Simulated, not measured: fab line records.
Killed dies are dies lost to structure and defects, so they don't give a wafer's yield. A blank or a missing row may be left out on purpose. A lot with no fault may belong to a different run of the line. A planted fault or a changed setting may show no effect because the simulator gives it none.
One fault through the eyes of 2 desks || flow gf180mcu || each desk has only its own numbers; what lay behind them comes last

== THE METROLOGY DESK ==
Means of the sampled wafers that have a number, per lot and without regard to the tool the lot ran on: this is what the gauges read. The brackets show how far a lot's mean lies from the usual mean; more than 4 standard deviations puts the lot out of limits, marked OUT.
Columns: A = cd nm at GF_HV_LDD_CD_MEAS_46, usual 399.9 nm; B = cd nm at GF_SAB_CD_MEAS_09, usual 420.5 nm; C = CONTACT_CVD_02_THK at GF_CONTACT_THK_MEAS_03, usual 862 nm; D = V1_W_THK at GF_V1_THK_MEAS_25, usual 345 nm
{"lot": "L537", "first seen here": "day 12 09:37", "A": 395.3, "B": 419.9, "C": 863, "D": 347}
{"lot": "L540", "first seen here": "day 13 13:33", "A": 398.4, "B": 416.9, "C": 853, "D": 346}
{"lot": "L546", "first seen here": "day 15 06:01", "A": 400.4, "B": 420.3, "C": "1102 (+24) OUT", "D": 344}
{"lot": "L548", "first seen here": "day 16 02:41", "A": 405.0, "B": 419.0, "C": "1107 (+24) OUT", "D": 356}
{"lot": "L549", "first seen here": "day 16 05:57", "A": 400.9, "B": 421.1, "C": 862, "D": 353}
{"lot": "L553", "first seen here": "day 17 16:36", "A": 400.7, "B": 420.3, "C": 858, "D": 343}
{"lot": "L554", "first seen here": "day 18 05:13", "A": 399.1, "B": 419.6, "C": 861, "D": 343}
{"lot": "L555", "first seen here": "day 18 12:53", "A": 402.5, "B": 422.0, "C": 861, "D": 345}
{"lot": "L556", "first seen here": "day 18 18:46", "A": 401.8, "B": 419.0, "C": 864, "D": 352}
{"lot": "L557", "first seen here": "day 19 04:19", "A": 399.5, "B": 422.0, "C": 867, "D": 347}
{"lot": "L558", "first seen here": "day 19 07:33", "A": 397.3, "B": 419.6, "C": 862, "D": 340}
{"lot": "L559", "first seen here": "day 20 01:43", "A": 398.9, "B": 421.9, "C": 866, "D": 348}
{"lot": "L560", "first seen here": "day 20 10:42", "A": 401.5, "B": 422.7, "C": 864, "D": 345}
This desk's finding: out of limits on L546, L548; first on L546, day 18 07:46 (CONTACT_CVD_02_THK at GF_CONTACT_THK_MEAS_03). L537, L540, L549, L553, L554, L555, L556, L557, L558, L559, L560: within limits.

== DESK OF THE TOOL OWNER: pecvd-02 ==
The tool's own readings at GF_CONTACT_CVD_02 (deposits SiO2 from TEOS, target thk 860 nm, time 95.992 s): means of the sampled wafers that have a number, for each lot that ran on this tool. The brackets show how far a lot's mean lies from the usual mean; more than 4 standard deviations puts the lot out of limits, marked OUT.
Columns: A = heater power w at GF_CONTACT_CVD_02, usual 653 W
{"lot": "L546", "first seen here": "day 18 07:41", "A": 757}
{"lot": "L548", "first seen here": "day 19 05:38", "A": 695}
{"lot": "L555", "first seen here": "day 21 19:11", "A": 733}
This desk's finding: nothing out of limits on any of the 3 lots.

== TAKEN TOGETHER ==
On L546, L548, the metrology desk was in a position to raise an alarm at day 18 07:46.
The tool owner's desk saw nothing out of limits.
Tool owner's desk: L546, L548 on record, inside its limits.
Every lot named ran GF_CONTACT_CVD_02 on pecvd-02.

== WHAT WAS PUT IN BY THE SIMULATOR ==
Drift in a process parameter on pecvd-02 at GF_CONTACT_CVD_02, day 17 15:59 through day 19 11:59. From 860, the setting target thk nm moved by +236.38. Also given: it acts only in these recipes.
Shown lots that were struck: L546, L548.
Per desk, hours elapsed from the start of the fault to the first reading out of limits: for the metrology desk, 16.
